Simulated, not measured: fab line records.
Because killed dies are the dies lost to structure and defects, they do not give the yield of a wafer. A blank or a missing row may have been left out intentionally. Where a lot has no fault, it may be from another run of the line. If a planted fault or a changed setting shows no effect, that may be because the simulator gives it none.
fab line records	flow sky130
record lots=5	wafers=23
route steps=708 shown VT_ADJUST_HVTR@135 SONOS_TUNNEL@160 SONOS_ONO@176 GATE_OXIDE@198 POLY_GATE@234 LDD_P@264 LDD_HVN@276 LDD_LDN@298 SD_P@326
start_h: start of the lot's first displayed wafer, in hours after the record's first day	wait_h: time in hours since the lot's previous step	" the same as in the row above	L1.1+2: one row covering several wafers at once	- either no value or no given start	* or withheld: withheld	< > ~ a bound
route shown NAME@n: NAME is a module with steps in the file, n the number in the route of the first one	usual: mean and standard deviation over wafers with no fault	same: alike in all rows	chamber/n: place in a boat	sites: readings site by site	_std_site: their standard deviation	_edge_site: the outer-site mean with the inner-site mean subtracted	radius_mm: how far each site lies from the wafer's centre	mask NAME#n: copy n	behind: tool/chamber where the wafer was last shaped	hold: what put the lot on hold/how long, in hours/how the hold closed	device: which transistor (n, p or np) failed to switch	end of line: the same wafers' tests at the end of the route	for a step that has no rows: nothing shown but its recipe	killed: count of dies lost to structure and defects at first sort (not the wafer's yield)	map: the dies of a wafer, with x for killed, . for not killed, _ for no die there
set.NAME: the setting as run; set.NAME@STEP: as run at that earlier step	model.NAME: the simulator's own value behind a step, which no gauge read
lots with deliberately changed settings; one table per step, one row per wafer
## steps
# step SKY_VT_ADJUST_HVTR_EXPOSE_04
# recipe mask_id=HVTRM	target_cd_nm=380	na=0.6	source_shape=conventional	sigma_outer=0.6	dose_mj=150
lot.wafer	tool	chamber	start_h	wait_h	mask	set.dose_mj
L074.1+4	iline_stepper-02	0	-	-	HVTRM#0	142.1
L074.3+5+6	"	0	"	"	HVTRM#0	150
L079.1+3	iline_stepper-02	0	-	-	HVTRM#0	147
L079.4+5+6	"	0	"	"	HVTRM#0	150
L081.2+5+6	iline_stepper-02	0	-	-	HVTRM#0	150
L081.3+4	"	0	"	"	HVTRM#0	154.5
L084.1+4+5	iline_stepper-01	0	-	-	HVTRM#0	150
L084.2+6	"	0	"	"	HVTRM#0	140.8
L085.2+3+6	iline_stepper-02	0	-	-	HVTRM#0	150
# step SKY_VT_ADJUST_HVTR_PEB_05
# recipe temp_c=withheld	time_s=*	resist=NOVOLAK
# step SKY_VT_ADJUST_HVTR_DEVELOP_06
# recipe develop_time_s=60	dev_temp_c=23
# step SKY_VT_ADJUST_HVTR_CD_MEAS_07
# recipe target_cd_nm=380
# usual cd_nm=380.8/3
lot.wafer	tool	chamber	start_h	wait_h	set.dose_mj@VT_ADJUST_HVTR_EXPOSE_04	cd_nm
L074.1	cd_sem-02	-	230.53	0.1	142.1	365.6
L074.3	"	-	"	"	150	377.3
L074.4	"	-	"	"	142.1	360.4
L074.5	"	-	"	"	150	380.8
L074.6	"	-	"	"	150	378.9
L079.1	cd_sem-01	-	251.48	0.1	147	373.8
L079.3	"	-	"	"	147	372.3
L079.4	"	-	"	"	150	377.4
L079.5	"	-	"	"	150	376.3
L079.6	"	-	"	"	150	377.6
L081.2	cd_sem-01	-	257.45	0.1	150	389.8
L081.3	"	-	"	"	154.5	396.1
L081.4	"	-	"	"	154.5	400.9
L081.5	"	-	"	"	150	382.9
L081.6	"	-	"	"	150	382.7
L084.1	cd_sem-02	-	277.23	0.1	150	388.2
L084.2	"	-	"	"	140.8	368.9
L084.4	"	-	"	"	150	387.7
L084.5	"	-	"	"	150	390.9
L084.6	"	-	"	"	140.8	369.7
L085.2	cd_sem-01	-	287.75	0.1	150	379.2
L085.3	"	-	"	"	150	380.0
L085.6	"	-	"	"	150	380.3
# step SKY_VT_ADJUST_HVTR_IMPLANT_09
# recipe species=B	energy_kev=10	dose_cm2=2.1e+12	tilt_deg=withheld
# step SKY_VT_ADJUST_HVTR_STRIP_10
# recipe chemistry=O2/N2	power_w=1400	pressure_mtorr=1500	platen_temp_c=withheld	o2_flow_sccm=3000	n2_flow_sccm=300	overash_fraction=0.5
# usual strip_time_to_endpoint_s=14.16/0.046
lot.wafer	tool	chamber	start_h	wait_h	set.resist_thk_nm@VT_ADJUST_HVTR_COAT_02	strip_time_to_endpoint_s
L074.1	plasma_asher-04	0	230.83	0.1	1103	13.80
L074.3	"	0	"	"	1140	14.25
L074.4	"	1	"	"	1140	14.19
L074.5	"	1	"	"	1103	13.76
L074.6	"	0	"	"	1140	14.19
L079.1	plasma_asher-03	0	251.79	0.1	1140	14.10
L079.3	"	0	"	"	1140	14.10
L079.4	"	1	"	"	1140	14.13
L079.5	"	1	"	"	1140	14.18
L079.6	"	0	"	"	1140	14.16
L081.2	plasma_asher-03	0	257.73	0.1	1075	13.35
L081.3	"	1	"	"	1075	13.35
L081.4	"	0	"	"	1075	13.41
L081.5	"	0	"	"	1140	14.12
L081.6	"	1	"	"	1140	14.13
L084.1	plasma_asher-04	0	277.53	0.1	1092	13.61
L084.2	"	1	"	"	1140	14.15
L084.4	"	1	"	"	1140	14.16
L084.5	"	1	"	"	1092	13.66
L084.6	"	0	"	"	1140	14.18
L085.2	plasma_asher-04	0	288.04	0.1	1140	14.09
L085.3	"	1	"	"	1140	14.12
L085.6	"	0	"	"	1140	14.16
# step SKY_SONOS_TUNNEL_DEVELOP_06
# recipe resist=NOVOLAK	developer=TMAH	develop_time_s=60	dev_temp_c=23
lot.wafer	tool	chamber	start_h	wait_h	set.develop_time_s
L074.1+4+5	litho_track-01	0	277.59	0.1	60
L074.3+6	"	0	"	"	68.44
L079.1+3+4+5+6	litho_track-02	0	300.08	0.1	60
L081.2+3	litho_track-04	0	307.23	0.1	52.38
L081.4+5+6	"	0	"	"	60
L084.1+2+5	litho_track-01	0	327.64	0.1	54.34
L084.4+6	"	0	"	"	60
L085.2+3+6	litho_track-04	0	339.18	0.1	60
# step SKY_SONOS_TUNNEL_CD_MEAS_07
# recipe target_cd_nm=410
# usual cd_nm=410.2/2
lot.wafer	tool	chamber	start_h	wait_h	set.develop_time_s@SONOS_TUNNEL_DEVELOP_06	cd_nm
L074.1	cd_sem-02	-	277.74	0.1	60	409.4
L074.3	"	-	"	"	68.44	422.7
L074.4	"	-	"	"	60	408.8
L074.5	"	-	"	"	60	409.5
L074.6	"	-	"	"	68.44	421.9
L079.1	cd_sem-01	-	300.23	0.1	60	411.2
L079.3	"	-	"	"	60	412.0
L079.4	"	-	"	"	60	412.9
L079.5	"	-	"	"	60	410.2
L079.6	"	-	"	"	60	410.1
L081.2	cd_sem-01	-	307.38	0.1	52.38	400.4
L081.3	"	-	"	"	52.38	398.5
L081.4	"	-	"	"	60	413.5
L081.5	"	-	"	"	60	413.5
L081.6	"	-	"	"	60	413.8
L084.1	cd_sem-01	-	327.79	0.1	54.34	399.2
L084.2	"	-	"	"	54.34	399.4
L084.4	"	-	"	"	60	410.3
L084.5	"	-	"	"	54.34	400.0
L084.6	"	-	"	"	60	408.7
L085.2	cd_sem-02	-	339.33	0.1	60	409.5
L085.3	"	-	"	"	60	411.1
L085.6	"	-	"	"	60	413.1
# step SKY_SONOS_ONO_COAT_08
# recipe resist=NOVOLAK	spin_rpm=3000	resist_thk_nm=1140
lot.wafer	tool	chamber	start_h	wait_h	set.resist_thk_nm	model.NOVOLAK_of_SONOS_ONO_COAT_08.thk_nm
L074.1	litho_track-02	0	296.58	0.1	1088	1087
L074.3	"	0	"	"	1088	1088
L074.4	"	0	"	"	1140	1142
L074.5	"	0	"	"	1140	1143
L074.6	"	0	"	"	1088	1089
L079.1+5	litho_track-01	0	321.84	0.1	1140	1141
L079.3	"	0	"	"	1140	1140
L079.4	"	0	"	"	1160	1161
L079.6	"	0	"	"	1160	1162
L081.2	litho_track-01	0	329.86	0.1	1122	1125
L081.3+5	"	0	"	"	1140	1148
L081.4	"	0	"	"	1122	1128
L081.6	"	0	"	"	1140	1143
L084.1	litho_track-01	0	346.74	0.1	1140	1141
L084.2	"	0	"	"	1140	1142
L084.4	"	0	"	"	1140	1144
L084.5	"	0	"	"	1140	1143
L084.6	"	0	"	"	1140	1138
L085.2	litho_track-02	0	358.96	0.1	1140	1134
L085.3+6	"	0	"	"	1140	1136
# step SKY_SONOS_ONO_ETCH_15
# recipe target_depth_nm=19.52	chemistry=CHF3/O2	source_w=600	bias_w=200	pressure_mtorr=40	chf3_flow_sccm=50	O2_flow_sccm=5	time_s=7.8
lot.wafer	tool	chamber	start_h	wait_h	set.source_w
L074.1+3+5	rie_diel-01	2,0,0	309.54	0.0	567.3
L074.4+6	"	1,3	"	"	600
L079.1+4+5	rie_diel-02	2,3,0	335.53	0.0	536.4
L079.3+6	"	0,1	"	"	600
L081.2+3+4+5+6	rie_diel-01	2,1,3,0,1	343.79	0.0	600
L084.1+2+4	rie_diel-02	2,3,1	360.89	0.0	600
L084.5+6	"	2,3	"	"	636.2
L085.2+3+6	rie_diel-01	2,0,1	373.68	0.0	600
# step SKY_SONOS_ONO_WET_ETCH_16
# recipe chemistry=dHF	target_depth_nm=14	dry=n2_spin	target=SiO2	dilution=100:1	temp_c=25	time_s=280
# step SKY_SONOS_ONO_STRIP_17
# recipe chemistry=O2/N2	power_w=1400	pressure_mtorr=1500	platen_temp_c=withheld	o2_flow_sccm=3000	n2_flow_sccm=300	overash_fraction=0.5
# usual strip_time_to_endpoint_s=14.10/0.045
lot.wafer	tool	chamber	start_h	wait_h	set.resist_thk_nm@SONOS_ONO_COAT_08	strip_time_to_endpoint_s
L074.1	plasma_asher-02	0	309.66	0.0	1088	13.49
L074.3	"	1	"	"	1088	13.49
L074.4	"	0	"	"	1140	14.13
L074.5	"	1	"	"	1140	14.12
L074.6	"	0	"	"	1088	13.50
L079.1	plasma_asher-01	0	335.66	0.0	1140	14.11
L079.3	"	0	"	"	1140	14.08
L079.4	"	1	"	"	1160	14.35
L079.5	"	0	"	"	1140	14.11
L079.6	"	1	"	"	1160	14.36
L081.2	plasma_asher-02	1	343.93	0.0	1122	13.93
L081.3	"	0	"	"	1140	14.20
L081.4	"	1	"	"	1122	13.95
L081.5	"	1	"	"	1140	14.19
L081.6	"	0	"	"	1140	14.13
L084.1	plasma_asher-01	1	361.00	0.0	1140	14.10
L084.2	"	0	"	"	1140	14.12
L084.4	"	1	"	"	1140	14.14
L084.5	"	1	"	"	1140	14.12
L084.6	"	0	"	"	1140	14.07
L085.2	plasma_asher-01	0	373.79	0.0	1140	14.02
L085.3	"	0	"	"	1140	14.05
L085.6	"	1	"	"	1140	14.06
# step SKY_GATE_OXIDE_IMPLANT_11
# recipe species=B	energy_kev=10	dose_cm2=2.6e+12	tilt_deg=withheld
lot.wafer	tool	chamber	start_h	wait_h	set.dose_cm2
L074.1+3+4	implanter-03	0	337.52	0.0	2.457e+12
L074.5+6	"	0	"	"	2.6e+12
L079.1+3+4+5+6	implanter-04	0	366.81	0.0	2.6e+12
L081.2+4+5	implanter-03	0	374.99	0.0	2.6e+12
L081.3+6	"	0	"	"	2.545e+12
L084.1+2+4+5+6	implanter-03	0	391.02	0.0	2.6e+12
L085.2+3+6	implanter-04	0	404.17	0.0	2.6e+12
# step SKY_GATE_OXIDE_WET_ETCH_12
# recipe chemistry=dHF	target_depth_nm=16.8	dry=n2_spin	target=SiO2	dilution=100:1	temp_c=25	time_s=336
# step SKY_GATE_OXIDE_STRIP_13
# recipe chemistry=O2/N2	power_w=1400	pressure_mtorr=1500	platen_temp_c=withheld	o2_flow_sccm=3000	n2_flow_sccm=300	overash_fraction=0.5
# step SKY_GATE_OXIDE_TW_MEAS_14
# usual GATE_OXIDE_TW=223.6/1.4
lot.wafer	tool	chamber	start_h	wait_h	set.dose_cm2@GATE_OXIDE_IMPLANT_11	GATE_OXIDE_TW
L074.1	film_metro-02	-	337.87	0.1	2.457e+12	219.2
L074.3	"	-	"	"	2.457e+12	219.5
L074.4	"	-	"	"	2.457e+12	218.5
L074.5	"	-	"	"	2.6e+12	223.6
L074.6	"	-	"	"	2.6e+12	223.0
L079.1	film_metro-02	-	367.16	0.1	2.6e+12	220.8
L079.3	"	-	"	"	2.6e+12	222.0
L079.4	"	-	"	"	2.6e+12	221.2
L079.5	"	-	"	"	2.6e+12	220.7
L079.6	"	-	"	"	2.6e+12	220.9
L081.2	film_metro-01	-	375.36	0.1	2.6e+12	224.8
L081.3	"	-	"	"	2.545e+12	223.0
L081.4	"	-	"	"	2.6e+12	225.0
L081.5	"	-	"	"	2.6e+12	223.3
L081.6	"	-	"	"	2.545e+12	224.0
L084.1	film_metro-01	-	391.37	0.1	2.6e+12	223.4
L084.2	"	-	"	"	2.6e+12	223.3
L084.4	"	-	"	"	2.6e+12	223.6
L084.5	"	-	"	"	2.6e+12	224.7
L084.6	"	-	"	"	2.6e+12	222.2
L085.2	film_metro-01	-	404.52	0.1	2.6e+12	223.9
L085.3	"	-	"	"	2.6e+12	224.9
L085.6	"	-	"	"	2.6e+12	223.9
# step SKY_POLY_GATE_OXIDATION_20
# recipe temp_c=850	ambient=O2	stabilise_s=600	purge_s=300	target_thk_a=40	ox_time_s=899
lot.wafer	tool	chamber	start_h	wait_h	set.ox_time_s	model.SiO2_of_POLY_GATE_OXIDATION_20.thk_nm
L074.1	-	-	-	0.6	803.5	3.731
L074.3	"	-	"	"	803.5	3.717
L074.4	"	-	"	"	803.5	3.703
L074.5	"	-	"	"	803.5	3.685
L074.6	"	-	"	"	803.5	3.666
L079.1	-	-	-	5.3	1032	4.39
L079.3	"	-	"	"	1032	4.425
L079.4	"	-	"	"	1032	4.421
L079.5	"	-	"	"	1032	4.438
L079.6	"	-	"	"	1032	4.371
L081.2	-	-	-	0.3	797.1	3.638
L081.3	"	-	"	"	797.1	3.703
L081.4	"	-	"	"	797.1	3.711
L081.5	"	-	"	"	797.1	3.653
L081.6	"	-	"	"	797.1	3.625
L084.1	-	-	-	0.8	899	4.053
L084.2	"	-	"	"	899	4.064
L084.4	"	-	"	"	899	4.061
L084.5	"	-	"	"	899	4.054
L084.6	"	-	"	"	899	4.039
L085.2	furnace-01	0	474.01	1.6	899	3.961
L085.3	"	0	"	"	899	3.884
L085.6	"	0	"	"	899	3.901
# step SKY_POLY_GATE_THK_MEAS_21
# recipe reads=SiO2_of_POLY_GATE_OXIDATION_20
# usual POLY_GATE_OXIDATION_THK=4.00/0.087
lot.wafer	tool	chamber	start_h	wait_h	set.ox_time_s@POLY_GATE_OXIDATION_20	POLY_GATE_OXIDATION_THK[nm]
L074.1	film_metro-03	-	-	-	803.5	3.69
L074.3	"	-	"	"	803.5	3.70
L074.4	"	-	"	"	803.5	3.68
L074.5	"	-	"	"	803.5	3.68
L074.6	"	-	"	"	803.5	3.68
L079.1	film_metro-02	-	-	-	1032	4.33
L079.3	"	-	"	"	1032	4.41
L079.4	"	-	"	"	1032	4.42
L079.5	"	-	"	"	1032	4.43
L079.6	"	-	"	"	1032	4.41
L081.2	film_metro-04	-	-	-	797.1	3.64
L081.3	"	-	"	"	797.1	3.71
L081.4	"	-	"	"	797.1	3.73
L081.5	"	-	"	"	797.1	3.66
L081.6	"	-	"	"	797.1	3.64
L084.1	film_metro-03	-	-	-	899	4.08
L084.2	"	-	"	"	899	4.04
L084.4	"	-	"	"	899	4.02
L084.5	"	-	"	"	899	4.13
L084.6	"	-	"	"	899	4.03
L085.2	film_metro-04	-	475.27	0.0	899	3.91
L085.3	"	-	"	"	899	3.91
L085.6	"	-	"	"	899	3.91
# step SKY_LDD_P_IMPLANT_09
# recipe species=BF2	energy_kev=25	dose_cm2=1e+13	tilt_deg=withheld
lot.wafer	tool	chamber	start_h	wait_h	set.dose_cm2
L074.1+4	implanter-04	0	466.39	0.0	1e+13
L074.3+5+6	"	0	"	"	9.465e+12
L079.1+3+6	implanter-01	0	501.41	0.0	1.063e+13
L079.4+5	"	0	"	"	1e+13
L081.2+3+4+5+6	implanter-04	0	514.56	0.0	1e+13
L084.1+5	implanter-03	0	522.99	0.0	9.674e+12
L084.2+4+6	"	0	"	"	1e+13
L085.2+3+6	implanter-03	0	539.16	0.0	1e+13
# step SKY_LDD_P_STRIP_10
# recipe chemistry=O2/N2	power_w=1400	pressure_mtorr=1500	platen_temp_c=withheld	o2_flow_sccm=3000	n2_flow_sccm=300	overash_fraction=0.5
# step SKY_LDD_P_TW_MEAS_11
# usual LDD_P_TW=634.0/2.9
lot.wafer	tool	chamber	start_h	wait_h	set.dose_cm2@LDD_P_IMPLANT_09	LDD_P_TW
L074.1	film_metro-04	-	466.64	0.1	1e+13	637.6
L074.3	"	-	"	"	9.465e+12	620.7
L074.4	"	-	"	"	1e+13	636.0
L074.5	"	-	"	"	9.465e+12	623.6
L074.6	"	-	"	"	9.465e+12	626.4
L079.1	film_metro-02	-	501.66	0.1	1.063e+13	638.0
L079.3	"	-	"	"	1.063e+13	640.2
L079.4	"	-	"	"	1e+13	629.1
L079.5	"	-	"	"	1e+13	627.8
L079.6	"	-	"	"	1.063e+13	642.2
L081.2	film_metro-01	-	514.80	0.1	1e+13	634.9
L081.3	"	-	"	"	1e+13	636.2
L081.4	"	-	"	"	1e+13	635.8
L081.5	"	-	"	"	1e+13	637.9
L081.6	"	-	"	"	1e+13	634.9
L084.1	film_metro-01	-	523.24	0.1	9.674e+12	625.9
L084.2	"	-	"	"	1e+13	633.9
L084.4	"	-	"	"	1e+13	637.0
L084.5	"	-	"	"	9.674e+12	631.0
L084.6	"	-	"	"	1e+13	640.1
L085.2	film_metro-02	-	539.40	0.1	1e+13	630.6
L085.3	"	-	"	"	1e+13	630.6
L085.6	"	-	"	"	1e+13	632.8
# step SKY_LDD_HVN_STRIP_09
# recipe chemistry=O2/N2	power_w=1400	pressure_mtorr=1500	platen_temp_c=withheld	o2_flow_sccm=3000	n2_flow_sccm=300	overash_fraction=0.5
# usual strip_time_to_endpoint_s=4.139/0.013
lot.wafer	tool	chamber	start_h	wait_h	set.power_w	strip_time_to_endpoint_s
L074.1	plasma_asher-03	0	497.22	0.1	1400	4.140
L074.3	"	1	"	"	1400	4.133
L074.4	"	0	"	"	1282	4.417
L074.5	"	0	"	"	1282	4.456
L074.6	"	1	"	"	1400	4.141
L079.1	plasma_asher-03	0	533.22	0.1	1400	4.169
L079.3	"	1	"	"	1400	4.151
L079.4	"	0	"	"	1400	4.133
L079.5	"	0	"	"	1400	4.136
L079.6	"	1	"	"	1400	4.149
L081.2	plasma_asher-03	1	545.84	0.1	1320	4.330
L081.3	"	1	"	"	1400	4.130
L081.4	"	0	"	"	1400	4.124
L081.5	"	0	"	"	1320	4.339
L081.6	"	1	"	"	1320	4.351
L084.1	plasma_asher-04	1	552.86	0.1	1400	4.113
L084.2	"	0	"	"	1400	4.132
L084.4	"	1	"	"	1400	4.137
L084.5	"	1	"	"	1400	4.141
L084.6	"	0	"	"	1400	4.129
L085.2	plasma_asher-02	0	568.82	0.1	1400	4.128
L085.3	"	0	"	"	1400	4.145
L085.6	"	1	"	"	1400	4.143
# step SKY_LDD_LDN_IMPLANT_09
# recipe species=As	energy_kev=15	dose_cm2=1.25e+13	tilt_deg=withheld	rotation_deg=113
lot.wafer	tool	chamber	start_h	wait_h	set.energy_kev	model.implant.drp_nm
L074.1+4+6	implanter-01	0	558.47	0.1	15	5.933
L074.3+5	"	0	"	"	15.46	6.054
L079.1+3+4	implanter-03	0	591.87	0.1	15	5.933
L079.5+6	"	0	"	"	14.49	5.793
L081.2+3+5	implanter-03	0	605.39	0.1	14.48	5.79
L081.4+6	"	0	"	"	15	5.933
L084.1+5+6	implanter-03	0	611.02	0.1	14.18	5.707
L084.2+4	"	0	"	"	15	5.933
L085.2+3+6	implanter-02	0	628.19	0.1	15	5.933
# step SKY_LDD_LDN_IMPLANT_11
# recipe species=As	energy_kev=15	dose_cm2=1.25e+13	tilt_deg=withheld	rotation_deg=293
lot.wafer	tool	chamber	start_h	wait_h	set.energy_kev	model.implant.rp_nm	model.implant.drp_nm
L074.1+3+4+5+6	implanter-01	0	558.77	0.1	15	12.64	5.933
L079.1+3+4+5+6	implanter-03	0	592.17	0.1	15	12.85	5.933
L081.2+3+4	implanter-03	0	605.69	0.1	15.4	12.97	6.039
L081.5+6	"	0	"	"	15	12.73	5.933
L084.1+4	implanter-03	0	611.32	0.1	15	12.61	5.933
L084.2+5+6	"	0	"	"	15.89	13.14	6.167
L085.2+3+6	implanter-02	0	628.49	0.1	15	12.82	5.933
# step SKY_SD_P_DEVELOP_06
# recipe resist=NOVOLAK	developer=TMAH	develop_time_s=60	dev_temp_c=23
lot.wafer	tool	chamber	start_h	wait_h	set.dev_temp_c
L074.1+3+5	litho_track-01	0	619.34	0.1	23
L074.4+6	"	0	"	"	20.29
L079.1+3+4+5+6	litho_track-01	0	652.09	0.1	23
L081.2+3+4+5+6	litho_track-01	0	664.51	0.1	23
L084.1+4+5	litho_track-03	0	669.92	0.1	23
L084.2+6	"	0	"	"	25.28
L085.2+3+6	litho_track-03	0	685.20	0.1	23
# step SKY_SD_P_CD_MEAS_07
# recipe target_cd_nm=380
# usual cd_nm=380.1/2
lot.wafer	tool	chamber	start_h	wait_h	set.dev_temp_c@SD_P_DEVELOP_06	cd_nm
L074.1	cd_sem-01	-	619.49	0.1	23	384.0
L074.3	"	-	"	"	23	381.1
L074.4	"	-	"	"	20.29	390.1
L074.5	"	-	"	"	23	381.2
L074.6	"	-	"	"	20.29	388.7
L079.1	cd_sem-01	-	652.24	0.1	23	377.8
L079.3	"	-	"	"	23	374.7
L079.4	"	-	"	"	23	375.7
L079.5	"	-	"	"	23	376.7
L079.6	"	-	"	"	23	376.8
L081.2	cd_sem-02	-	664.66	0.1	23	379.6
L081.3	"	-	"	"	23	380.1
L081.4	"	-	"	"	23	378.8
L081.5	"	-	"	"	23	379.8
L081.6	"	-	"	"	23	379.9
L084.1	cd_sem-01	-	670.07	0.1	23	379.8
L084.2	"	-	"	"	25.28	375.0
L084.4	"	-	"	"	23	380.6
L084.5	"	-	"	"	23	382.4
L084.6	"	-	"	"	25.28	374.8
L085.2	cd_sem-01	-	685.34	0.1	23	378.5
L085.3	"	-	"	"	23	380.5
L085.6	"	-	"	"	23	381.3
## key
split step=SKY_VT_ADJUST_HVTR_EXPOSE_04	setting=dose_mj	stated=150	by=wafer
response step=SKY_VT_ADJUST_HVTR_CD_MEAS_07	reading=cd_nm	change=+3.23	per=1%	r=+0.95
split step=SKY_SONOS_TUNNEL_DEVELOP_06	setting=develop_time_s	stated=60	by=wafer
response step=SKY_SONOS_TUNNEL_CD_MEAS_07	reading=cd_nm	change=+1.02	per=1%	r=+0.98
split step=SKY_SONOS_ONO_COAT_08	setting=resist_thk_nm	stated=1140	by=wafer
response step=SKY_SONOS_ONO_COAT_08	reading=model.NOVOLAK_of_SONOS_ONO_COAT_08.thk_nm	change=+12	per=1%	r=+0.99
response step=SKY_SONOS_ONO_STRIP_17	reading=strip_time_to_endpoint_s	change=*	per=1%	r=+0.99
split step=SKY_SONOS_ONO_ETCH_15	setting=source_w	stated=600	by=wafer
response none clear
split step=SKY_GATE_OXIDE_IMPLANT_11	setting=dose_cm2	stated=2.6e+12	by=wafer
response step=SKY_GATE_OXIDE_TW_MEAS_14	reading=GATE_OXIDE_TW	change=+0.73	per=1%	r=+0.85
split step=SKY_POLY_GATE_OXIDATION_20	setting=ox_time_s	stated=899	by=lot
response step=SKY_POLY_GATE_OXIDATION_20	reading=model.SiO2_of_POLY_GATE_OXIDATION_20.thk_nm	change=+0.0282	per=1%	r=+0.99
response step=SKY_POLY_GATE_THK_MEAS_21	reading=POLY_GATE_OXIDATION_THK	change=+0.028	per=1%	r=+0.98
split step=SKY_LDD_P_IMPLANT_09	setting=dose_cm2	stated=1e+13	by=wafer
response step=SKY_LDD_P_TW_MEAS_11	reading=LDD_P_TW	change=+2.18	per=1%	r=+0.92
split step=SKY_LDD_HVN_STRIP_09	setting=power_w	stated=1400	by=wafer
response step=SKY_LDD_HVN_STRIP_09	reading=strip_time_to_endpoint_s	change=*	per=1%	r=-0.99
split step=SKY_LDD_LDN_IMPLANT_09	setting=energy_kev	stated=15	by=wafer
response step=SKY_LDD_LDN_IMPLANT_09	reading=model.implant.drp_nm	change=+0.041	per=1%	r=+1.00
split step=SKY_LDD_LDN_IMPLANT_11	setting=energy_kev	stated=15	by=wafer
response step=SKY_LDD_LDN_IMPLANT_11	reading=model.implant.rp_nm	change=+0.0884	per=1%	r=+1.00
response step=SKY_LDD_LDN_IMPLANT_11	reading=model.implant.drp_nm	change=+0.0394	per=1%	r=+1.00
split step=SKY_SD_P_DEVELOP_06	setting=dev_temp_c	stated=23	by=wafer
response step=SKY_SD_P_CD_MEAS_07	reading=cd_nm	change=-0.614	per=1%	r=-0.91
split outside_this_file step=SKY_VT_ADJUST_HVTR_COAT_02 setting=resist_thk_nm
# split outside_this_file: this setting was split too, and the file shows its column; the key of that split is in another file
